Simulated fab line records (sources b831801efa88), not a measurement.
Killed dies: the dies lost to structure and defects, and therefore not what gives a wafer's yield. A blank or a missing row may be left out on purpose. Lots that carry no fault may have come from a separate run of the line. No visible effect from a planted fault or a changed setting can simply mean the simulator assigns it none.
Which of the tools did it?    flow gf180mcu    12 lots with 36 wafers sampled at 5 steps, on a route of 602 steps

## WHAT THE GAUGES READ, wafer by wafer
GF_V5_THK_MEAS_03.
lot   measured      on             V5_CVD_02_THK (nm)
L199  day 26 10:07  film-metro-04  1449 1458 1484
L200  day 26 14:35  film-metro-04  1455 1470 1459
L207  day 28 23:10  film-metro-02  1441 1441 1469
L209  day 29 13:02  film-metro-02  1438 1385 1484
L208  day 29 14:35  film-metro-04  1450 1436 1464
L210  day 29 22:03  film-metro-04  1455 1395 1485
L211  day 30 06:11  film-metro-04  1449 1440 1461
L212  day 30 06:31  film-metro-02  1386 1450 1389
L218  day 31 21:17  film-metro-02  1433 1463 1471
L220  day 32 07:22  film-metro-02  1470 1501 1500
L221  day 32 12:31  film-metro-04  1439 1472 1458
L222  day 32 21:30  film-metro-02  1426 1475 1461

## EACH LOT AND THE TOOL THAT RAN IT (in order: tool; ch and the chambers of the sampled wafers; start)
lot   GF_MIM_CVD_05                    GF_MIM_SPUTTER_07             GF_M5_METAL_ETCH_10                GF_V5_CVD_02
L199  pecvd-02 ch 1,2, day 24 13:35    pvd-sputter-04, day 24 13:41  rie-metal-03 ch 0,1, day 26 09:14  pecvd-01 ch 0,1,2, day 26 10:00
L200  pecvd-02 ch 1,2, day 24 18:46    pvd-sputter-04, day 24 18:52  rie-metal-04 ch 0,1, day 26 13:43  pecvd-03 ch 0,1, day 26 14:28
L207  pecvd-04 ch 0,1,2, day 27 05:35  pvd-sputter-04, day 27 05:41  rie-metal-04 ch 0,1, day 28 22:14  pecvd-04 ch 0,2, day 28 22:59
L209  pecvd-02 ch 0,2, day 27 21:04    pvd-sputter-01, day 27 21:09  rie-metal-01 ch 0,1, day 29 12:10  pecvd-04 ch 0,2, day 29 12:56
L208  pecvd-04 ch 0,2, day 27 23:08    pvd-sputter-02, day 27 23:14  rie-metal-03 ch 0,1, day 29 13:44  pecvd-01 ch 0,1,2, day 29 14:29
L210  pecvd-02 ch 0,1,2, day 28 04:53  pvd-sputter-02, day 28 04:58  rie-metal-03 ch 0,1, day 29 21:10  pecvd-04 ch 0,1,2, day 29 21:56
L211  pecvd-02 ch 0,2, day 28 14:09    pvd-sputter-04, day 28 14:15  rie-metal-03 ch 0, day 30 05:17    pecvd-03 ch 1,2, day 30 06:05
L212  pecvd-03 ch 0,1, day 28 14:30    pvd-sputter-02, day 28 14:36  rie-metal-01 ch 0,1, day 30 05:41  pecvd-04 ch 0,2, day 30 06:23
L218  pecvd-03 ch 1,2, day 30 08:41    pvd-sputter-04, day 30 08:47  rie-metal-01 ch 0,1, day 31 20:23  pecvd-03 ch 0,2, day 31 21:10
L220  pecvd-03 ch 0,1, day 30 18:18    pvd-sputter-04, day 30 18:23  rie-metal-03 ch 0,1, day 32 06:31  pecvd-01 ch 0,1,2, day 32 07:14
L221  pecvd-04 ch 0,2, day 31 00:33    pvd-sputter-02, day 31 00:41  rie-metal-03 ch 0,1, day 32 11:37  pecvd-04 ch 0,1, day 32 12:24
L222  pecvd-02 ch 0,1, day 31 10:35    pvd-sputter-04, day 31 10:40  rie-metal-01 ch 0,1, day 32 20:38  pecvd-04 ch 1,2, day 32 21:23
- GF_MIM_CVD_05: deposits Si3N4, target thk 42 nm, time 29.086 s.
- GF_MIM_SPUTTER_07: material TiN, target thk 60 nm, time 50 s.
- GF_M5_METAL_ETCH_10: etches the open film in Cl2/BCl3, stops on SiO2, target depth 627.5 nm, time 104.6 s.
- GF_V5_CVD_02: deposits SiO2 from TEOS, target thk 1450 nm, time 163.28 s.

## WHAT THE TOOLS THEMSELVES READ (means of the sampled wafers that have a number; where no wafer has one, the mark that the record gives instead)
GF_MIM_CVD_05.
lot   tool      heater-power-w (W)  rf-fwd-power-W (W)
L199  pecvd-02  543                 443.2
L200  pecvd-02  530                 443.6
L207  pecvd-04  588                 445.8
L209  pecvd-02  574                 444.6
L208  pecvd-04  680                 444.5
L210  pecvd-02  513                 442.7
L211  pecvd-02  543                 444.4
L212  pecvd-03  642                 444.0
L218  pecvd-03  771                 445.1
L220  pecvd-03  631                 445.6
L221  pecvd-04  647                 445.2
L222  pecvd-02  574                 441.9

GF_MIM_SPUTTER_07.
lot   tool            throttle-valve-pct (%)
L199  pvd-sputter-04  30.3
L200  pvd-sputter-04  30.0
L207  pvd-sputter-04  30.2
L209  pvd-sputter-01  28.8
L208  pvd-sputter-02  30.5
L210  pvd-sputter-02  31.6
L211  pvd-sputter-04  29.9
L212  pvd-sputter-02  31.3
L218  pvd-sputter-04  29.9
L220  pvd-sputter-04  29.5
L221  pvd-sputter-02  30.6
L222  pvd-sputter-04  29.1

GF_M5_METAL_ETCH_10.
lot   tool          drypump-motor-current-A (A)  oes-product-au (a.u.)  throttle-valve-pct (%)
L199  rie-metal-03  5.8                          0.969                  28.252
L200  rie-metal-04  5.0                          0.961                  28.262
L207  rie-metal-04  5.1                          0.975                  28.253
L209  rie-metal-01  5.1                          0.968                  28.262
L208  rie-metal-03  5.8                          0.968                  28.253
L210  rie-metal-03  5.7                          0.964                  28.264
L211  rie-metal-03  5.8                          0.973                  28.248
L212  rie-metal-01  5.1                          0.979                  28.238
L218  rie-metal-01  5.4                          0.972                  28.251
L220  rie-metal-03  5.8                          0.971                  28.252
L221  rie-metal-03  5.8                          0.975                  28.253
L222  rie-metal-01  5.1                          0.976                  28.245

GF_V5_CVD_02.
lot   tool      heater-power-w (W)  rf-fwd-power-W (W)
L199  pecvd-01  616                 597.5
L200  pecvd-03  499                 597.1
L207  pecvd-04  672                 597.6
L209  pecvd-04  669                 566.1
L208  pecvd-01  648                 596.6
L210  pecvd-04  606                 566.2
L211  pecvd-03  794                 598.3
L212  pecvd-04  694                 534.7
L218  pecvd-03  694                 599.7
L220  pecvd-01  605                 597.6
L221  pecvd-04  505                 598.6
L222  pecvd-04  595                 598.2

## THE ANSWER, worked out from the rows above alone
Rule: the usual values come from the lots themselves. Put in order of their means at a reading, lots are off if they are a third of the lots or fewer, leave a main group of 4 or more, and stand apart from it by a gap of 3 or more times the standard deviation of the main group's means; of several such gaps the widest counts. Not used: any main group whose means are identical at the precision the tables above print for the reading. Also off: a lot with no number at a reading for which 4 or more lots have one. The other lots that the step has rows for count as sound. Order of review: gauges by route order, followed by the tools' own readings, for which a lot's mean as printed above is used. The first step at which some lot is off is used, and at that step the reading that is off furthest; a lot without a number counts as furthest.
Off: L209, L210, L212 (GF_V5_CVD_02, rf-fwd-power-W). Mean 597.9 W and standard deviation 0.86 in the main group.
If a tool, at that step or one of the process steps before it, ran each lot that is off and ran no sound lot following the first of them, it fits. Not one of the candidates tried fits.

## WHAT THE SIMULATOR PUT IN
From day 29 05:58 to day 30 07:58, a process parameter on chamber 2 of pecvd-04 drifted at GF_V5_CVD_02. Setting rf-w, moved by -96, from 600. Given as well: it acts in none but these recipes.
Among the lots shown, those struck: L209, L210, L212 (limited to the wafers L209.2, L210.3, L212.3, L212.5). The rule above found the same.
